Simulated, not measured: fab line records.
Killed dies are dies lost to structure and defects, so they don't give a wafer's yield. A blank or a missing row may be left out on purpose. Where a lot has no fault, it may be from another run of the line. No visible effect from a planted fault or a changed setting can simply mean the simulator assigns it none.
fab line records / flow sfqLine
[record] lots = 5 wafers = 15 lastDay = 87
route steps=325 shown L0@8
lots that met no fault: from a run of the same line without faults
startH: the number of hours between the record's first day and the start of the first shown wafer of the lot / waitH: hours from the lot's prior step to this one / " as in the row above / L1.1+2: one row covering several wafers at once / - either no value or no given start / * or withheld: withheld / < > ~ a bound
route shown NAME@n: NAME is a module with steps in the file, n the number in the route of the first one / usual: average and standard deviation across the fault-free wafers / same: alike in all rows / chamber/n: place in a boat / sites: each site's reading / _std_site: the values' standard deviation / _edge_site: the outer-site mean with the inner-site mean subtracted / radiusMm: for every site, how far away it sits from the centre of the wafer / mask NAME#n: copy n / behind: the tool/chamber that last shaped the wafer / hold: the reason the lot was held/the length of the hold in hours/how it ended / device: whichever transistor did not switch (one of n, p or np) / end of line: at the end of the route, the tests of the same wafers / a step given without rows: its recipe and nothing more / killed: the dies lost at the first sort to structure and to defects; this is not the yield of the wafer / map: a wafer's dies, x killed, . not, _ none there
set.NAME: the setting the step ran with; set.NAME@STEP: the setting that earlier step ran with / model.NAME: the simulator's own value behind a step, which no gauge read
certain route steps with their lots: each step a table, each wafer a row
services: the hour from which a tool's chamber was out of use, counted from the record's first day as startH (under 0 if before that day), plus the number of hours and why
[[steps]]
[step SFQ_TRILAYER_L0_LITHO_SOFTBAKE_009]
[recipe] tempC = withheld timeS = withheld resist = KrF
lot.wafer=L079.1+3+5 tool=lithoTrack-03 chamber=0 startH=38.34 waitH=0.2
lot.wafer=L085.2+4+5 tool=lithoTrack-03 chamber=0 startH=68.37 waitH=0.2
lot.wafer=L091.1+3+5 tool=lithoTrack-04 chamber=0 startH=98.35 waitH=0.2
lot.wafer=L095.4+5+6 tool=lithoTrack-04 chamber=0 startH=118.42 waitH=0.2
lot.wafer=L097.1+2+4 tool=lithoTrack-03 chamber=0 startH=128.34 waitH=0.2
[step SFQ_TRILAYER_L0_LITHO_EXPOSE_006]
[recipe] maskId = L0 na = 0.6 sourceShape = conventional sigmaOuter = 0.65 targetCdNm = 2000 doseMj = 14.4
[usual] exposureDoseMJCm2 = 14.400/0.014
lot.wafer=L079.1 tool=krfScanner-01 chamber=0 startH=111.68 waitH=- mask=L0#0 exposureDoseMJCm2=14.435
lot.wafer=L079.3 tool=krfScanner-01 chamber=0 startH=111.68 waitH=- mask=L0#0 exposureDoseMJCm2=14.405
lot.wafer=L079.5 tool=krfScanner-01 chamber=0 startH=111.68 waitH=- mask=L0#0 exposureDoseMJCm2=14.394
lot.wafer=L085.2 tool=krfScanner-02 chamber=0 startH=143.10 waitH=- mask=L0#0 exposureDoseMJCm2=14.389
lot.wafer=L085.4 tool=krfScanner-02 chamber=0 startH=143.10 waitH=- mask=L0#0 exposureDoseMJCm2=14.411
lot.wafer=L085.5 tool=krfScanner-02 chamber=0 startH=143.10 waitH=- mask=L0#0 exposureDoseMJCm2=14.385
lot.wafer=L091.1 tool=krfScanner-02 chamber=0 startH=177.50 waitH=- mask=L0#0 exposureDoseMJCm2=14.411
lot.wafer=L091.3 tool=krfScanner-02 chamber=0 startH=177.50 waitH=- mask=L0#0 exposureDoseMJCm2=14.381
lot.wafer=L091.5 tool=krfScanner-02 chamber=0 startH=177.50 waitH=- mask=L0#0 exposureDoseMJCm2=14.399
lot.wafer=L095.4 tool=krfScanner-01 chamber=0 startH=199.82 waitH=- mask=L0#0 exposureDoseMJCm2=14.426
lot.wafer=L095.5 tool=krfScanner-01 chamber=0 startH=199.82 waitH=- mask=L0#0 exposureDoseMJCm2=14.424
lot.wafer=L095.6 tool=krfScanner-01 chamber=0 startH=199.82 waitH=- mask=L0#0 exposureDoseMJCm2=14.396
lot.wafer=L097.1 tool=krfScanner-01 chamber=0 startH=207.62 waitH=- mask=L0#0 exposureDoseMJCm2=14.426
lot.wafer=L097.2 tool=krfScanner-01 chamber=0 startH=207.62 waitH=- mask=L0#0 exposureDoseMJCm2=14.426
lot.wafer=L097.4 tool=krfScanner-01 chamber=0 startH=207.62 waitH=- mask=L0#0 exposureDoseMJCm2=14.406
[step SFQ_TRILAYER_L0_LITHO_PEB_008]
[recipe] pebTempC = 115 pebTimeS = 60 resist = KrF
lot.wafer=L079.1+3+5 tool=lithoTrack-02 chamber=0 startH=112.88 waitH=1.0
lot.wafer=L085.2+4+5 tool=lithoTrack-02 chamber=0 startH=144.12 waitH=0.8
lot.wafer=L091.1+3+5 tool=lithoTrack-02 chamber=0 startH=178.70 waitH=1.0
lot.wafer=L095.4+5+6 tool=lithoTrack-04 chamber=0 startH=200.50 waitH=0.5
lot.wafer=L097.1+2+4 tool=lithoTrack-04 chamber=0 startH=208.82 waitH=1.0
[step SFQ_TRILAYER_L0_LITHO_DEVELOP_007]
[recipe] timeS = 60 resist = KrF
lot.wafer=L079.1+3+5 tool=lithoTrack-02 chamber=0 startH=113.03 waitH=0.1
lot.wafer=L085.2+4+5 tool=lithoTrack-02 chamber=0 startH=144.27 waitH=0.1
lot.wafer=L091.1+3+5 tool=lithoTrack-02 chamber=0 startH=178.85 waitH=0.1
lot.wafer=L095.4+5+6 tool=lithoTrack-04 chamber=0 startH=200.65 waitH=0.1
lot.wafer=L097.1+2+4 tool=lithoTrack-04 chamber=0 startH=208.97 waitH=0.1
[step SFQ_TRILAYER_L0_BARC_OPEN_METAL_ETCH_010]
[recipe] maskMaterial = PR chemistry = O2 targetDepthNm = 125 target = BARC icpW = 600 biasW = 80 pressureMtorr = 10 timeS = 41.7
[usual] drypumpMotorCurrentA = 5.9/0.39 oesProductAu = 0.685/0.0043
lot.wafer=L079.1 tool=rieMetal-03 chamber=0 startH=113.18 waitH=0.1 drypumpMotorCurrentA=5.6 oesProductAu=0.695 rfHoursCounterH=191
lot.wafer=L079.3 tool=rieMetal-03 chamber=1 startH=113.18 waitH=0.1 drypumpMotorCurrentA=6.1 oesProductAu=0.684 rfHoursCounterH=-
lot.wafer=L079.5 tool=rieMetal-03 chamber=0 startH=113.18 waitH=0.1 drypumpMotorCurrentA=5.6 oesProductAu=0.682 rfHoursCounterH=-
lot.wafer=L085.2 tool=rieMetal-04 chamber=0 startH=144.40 waitH=0.1 drypumpMotorCurrentA=5.9 oesProductAu=0.688 rfHoursCounterH=162
lot.wafer=L085.4 tool=rieMetal-04 chamber=0 startH=144.40 waitH=0.1 drypumpMotorCurrentA=5.9 oesProductAu=0.689 rfHoursCounterH=-
lot.wafer=L085.5 tool=rieMetal-04 chamber=0 startH=144.40 waitH=0.1 drypumpMotorCurrentA=5.9 oesProductAu=0.684 rfHoursCounterH=-
lot.wafer=L091.1 tool=rieMetal-04 chamber=1 startH=179.00 waitH=0.1 drypumpMotorCurrentA=5.3 oesProductAu=0.683 rfHoursCounterH=101
lot.wafer=L091.3 tool=rieMetal-04 chamber=0 startH=179.00 waitH=0.1 drypumpMotorCurrentA=5.9 oesProductAu=0.691 rfHoursCounterH=-
lot.wafer=L091.5 tool=rieMetal-04 chamber=1 startH=179.00 waitH=0.1 drypumpMotorCurrentA=5.3 oesProductAu=0.677 rfHoursCounterH=-
lot.wafer=L095.4 tool=rieMetal-02 chamber=1 startH=200.74 waitH=0.1 drypumpMotorCurrentA=6.5 oesProductAu=0.681 rfHoursCounterH=-
lot.wafer=L095.5 tool=rieMetal-02 chamber=0 startH=200.74 waitH=0.1 drypumpMotorCurrentA=5.6 oesProductAu=0.681 rfHoursCounterH=-
lot.wafer=L095.6 tool=rieMetal-02 chamber=1 startH=200.74 waitH=0.1 drypumpMotorCurrentA=6.5 oesProductAu=0.680 rfHoursCounterH=-
lot.wafer=L097.1 tool=rieMetal-02 chamber=1 startH=209.12 waitH=0.1 drypumpMotorCurrentA=6.5 oesProductAu=0.684 rfHoursCounterH=178
lot.wafer=L097.2 tool=rieMetal-02 chamber=0 startH=209.12 waitH=0.1 drypumpMotorCurrentA=5.6 oesProductAu=0.686 rfHoursCounterH=140
lot.wafer=L097.4 tool=rieMetal-02 chamber=1 startH=209.12 waitH=0.1 drypumpMotorCurrentA=6.5 oesProductAu=0.685 rfHoursCounterH=-
[step SFQ_TRILAYER_L0_ETCH_METAL_ETCH_008]
[recipe] target = MoNx_KI stopOn = SiO2 maskMaterial = PR chemistry = SF6/O2 targetDepthNm = 50 icpW = 600 biasW = 80 pressureMtorr = 10 timeS = 25
[usual] drypumpMotorCurrentA = 5.9/0.39 oesProductAu = 0.870/0.0073
lot.wafer=L079.1 tool=rieMetal-03 chamber=0 startH=113.24 waitH=0.0 drypumpMotorCurrentA=5.6 oesProductAu=0.863 rfHoursCounterH=191
lot.wafer=L079.3 tool=rieMetal-03 chamber=1 startH=113.24 waitH=0.0 drypumpMotorCurrentA=6.1 oesProductAu=0.864 rfHoursCounterH=-
lot.wafer=L079.5 tool=rieMetal-03 chamber=0 startH=113.24 waitH=0.0 drypumpMotorCurrentA=5.5 oesProductAu=0.855 rfHoursCounterH=-
lot.wafer=L085.2 tool=rieMetal-04 chamber=0 startH=144.46 waitH=0.0 drypumpMotorCurrentA=5.9 oesProductAu=0.862 rfHoursCounterH=162
lot.wafer=L085.4 tool=rieMetal-04 chamber=0 startH=144.46 waitH=0.0 drypumpMotorCurrentA=5.9 oesProductAu=0.867 rfHoursCounterH=-
lot.wafer=L085.5 tool=rieMetal-04 chamber=0 startH=144.46 waitH=0.0 drypumpMotorCurrentA=5.9 oesProductAu=0.873 rfHoursCounterH=-
lot.wafer=L091.1 tool=rieMetal-04 chamber=1 startH=179.06 waitH=0.0 drypumpMotorCurrentA=5.4 oesProductAu=0.879 rfHoursCounterH=101
lot.wafer=L091.3 tool=rieMetal-04 chamber=0 startH=179.06 waitH=0.0 drypumpMotorCurrentA=5.8 oesProductAu=0.861 rfHoursCounterH=-
lot.wafer=L091.5 tool=rieMetal-04 chamber=1 startH=179.06 waitH=0.0 drypumpMotorCurrentA=5.4 oesProductAu=0.884 rfHoursCounterH=-
lot.wafer=L095.4 tool=rieMetal-02 chamber=1 startH=200.80 waitH=0.0 drypumpMotorCurrentA=6.5 oesProductAu=0.868 rfHoursCounterH=-
lot.wafer=L095.5 tool=rieMetal-02 chamber=0 startH=200.80 waitH=0.0 drypumpMotorCurrentA=5.6 oesProductAu=0.869 rfHoursCounterH=-
lot.wafer=L095.6 tool=rieMetal-02 chamber=1 startH=200.80 waitH=0.0 drypumpMotorCurrentA=6.5 oesProductAu=0.868 rfHoursCounterH=-
lot.wafer=L097.1 tool=rieMetal-02 chamber=1 startH=209.18 waitH=0.0 drypumpMotorCurrentA=6.5 oesProductAu=0.869 rfHoursCounterH=178
lot.wafer=L097.2 tool=rieMetal-02 chamber=0 startH=209.18 waitH=0.0 drypumpMotorCurrentA=5.6 oesProductAu=0.850 rfHoursCounterH=140
lot.wafer=L097.4 tool=rieMetal-02 chamber=1 startH=209.18 waitH=0.0 drypumpMotorCurrentA=6.5 oesProductAu=0.860 rfHoursCounterH=-
[step SFQ_TRILAYER_L0_STRIP_STRIP_009]
[recipe] gas = O2 powerW = 200 platenTempC = 40 overashFraction = 0.65 chemistry = O2 pressureMtorr = 50
[usual] drypumpMotorCurrentA = 5.9/0.39 oesProductAu = 1.001/0.0086
[same] overashFraction = 0.65
lot.wafer=L079.1 tool=rieMetal-03 chamber=0 startH=113.29 waitH=0.0 drypumpMotorCurrentA=5.6 oesProductAu=0.986 rfHoursCounterH=191
lot.wafer=L079.3 tool=rieMetal-03 chamber=1 startH=113.29 waitH=0.0 drypumpMotorCurrentA=6.1 oesProductAu=1.008 rfHoursCounterH=-
lot.wafer=L079.5 tool=rieMetal-03 chamber=0 startH=113.29 waitH=0.0 drypumpMotorCurrentA=5.6 oesProductAu=0.996 rfHoursCounterH=-
lot.wafer=L085.2 tool=rieMetal-04 chamber=0 startH=144.50 waitH=0.0 drypumpMotorCurrentA=5.9 oesProductAu=1.000 rfHoursCounterH=162
lot.wafer=L085.4 tool=rieMetal-04 chamber=0 startH=144.50 waitH=0.0 drypumpMotorCurrentA=5.9 oesProductAu=1.000 rfHoursCounterH=-
lot.wafer=L085.5 tool=rieMetal-04 chamber=0 startH=144.50 waitH=0.0 drypumpMotorCurrentA=5.9 oesProductAu=0.997 rfHoursCounterH=-
lot.wafer=L091.1 tool=rieMetal-04 chamber=1 startH=179.10 waitH=0.0 drypumpMotorCurrentA=5.4 oesProductAu=1.001 rfHoursCounterH=101
lot.wafer=L091.3 tool=rieMetal-04 chamber=0 startH=179.10 waitH=0.0 drypumpMotorCurrentA=5.9 oesProductAu=0.988 rfHoursCounterH=-
lot.wafer=L091.5 tool=rieMetal-04 chamber=1 startH=179.10 waitH=0.0 drypumpMotorCurrentA=5.4 oesProductAu=0.997 rfHoursCounterH=-
lot.wafer=L095.4 tool=rieMetal-02 chamber=1 startH=201.03 waitH=0.2 drypumpMotorCurrentA=6.5 oesProductAu=0.994 rfHoursCounterH=-
lot.wafer=L095.5 tool=rieMetal-02 chamber=0 startH=201.03 waitH=0.2 drypumpMotorCurrentA=5.5 oesProductAu=1.011 rfHoursCounterH=-
lot.wafer=L095.6 tool=rieMetal-02 chamber=1 startH=201.03 waitH=0.2 drypumpMotorCurrentA=6.5 oesProductAu=0.999 rfHoursCounterH=-
lot.wafer=L097.1 tool=rieMetal-02 chamber=1 startH=209.23 waitH=0.0 drypumpMotorCurrentA=6.5 oesProductAu=0.997 rfHoursCounterH=178
lot.wafer=L097.2 tool=rieMetal-02 chamber=0 startH=209.23 waitH=0.0 drypumpMotorCurrentA=5.6 oesProductAu=1.003 rfHoursCounterH=140
lot.wafer=L097.4 tool=rieMetal-02 chamber=1 startH=209.23 waitH=0.0 drypumpMotorCurrentA=6.5 oesProductAu=0.987 rfHoursCounterH=-
[[services]]
tool=krfScanner-02 chamber=- startH=20.85 hours=0.8 kind=pm
tool=rieMetal-02 chamber=- startH=35.09 hours=1.2 kind=repair
tool=rieMetal-04 chamber=0 startH=54.34 hours=10.5 kind=repair
tool=rieMetal-02 chamber=- startH=57.16 hours=0.7 kind=repair
tool=krfScanner-02 chamber=- startH=58.78 hours=0.8 kind=repair
tool=krfScanner-01 chamber=- startH=60.26 hours=1.0 kind=repair
tool=rieMetal-03 chamber=- startH=61.83 hours=0.7 kind=repair
tool=krfScanner-01 chamber=- startH=63.62 hours=0.8 kind=pm
tool=krfScanner-02 chamber=- startH=90.75 hours=3.6 kind=pm
tool=krfScanner-02 chamber=- startH=96.81 hours=4.0 kind=repair
tool=krfScanner-02 chamber=- startH=98.62 hours=0.3 kind=repair
tool=krfScanner-02 chamber=- startH=103.20 hours=1.3 kind=pm
tool=krfScanner-01 chamber=- startH=124.88 hours=4.4 kind=pm
tool=rieMetal-03 chamber=- startH=130.66 hours=1.0 kind=repair
tool=krfScanner-01 chamber=- startH=137.68 hours=1.0 kind=pm
tool=krfScanner-02 chamber=- startH=144.10 hours=0.9 kind=repair
tool=krfScanner-02 chamber=- startH=148.90 hours=1.0 kind=pm
tool=rieMetal-03 chamber=- startH=150.23 hours=5.7 kind=repair
tool=krfScanner-01 chamber=- startH=175.58 hours=1.3 kind=pm
tool=rieMetal-03 chamber=0 startH=178.75 hours=- kind=clean
tool=rieMetal-03 chamber=0 startH=178.75 hours=20.9 kind=scheduledDown
tool=rieMetal-03 chamber=0 startH=178.75 hours=20.9 kind=ventCycle
tool=krfScanner-02 chamber=- startH=189.50 hours=0.8 kind=pm
tool=rieMetal-04 chamber=0 startH=202.08 hours=7.5 kind=repair
[[key]]
fault none
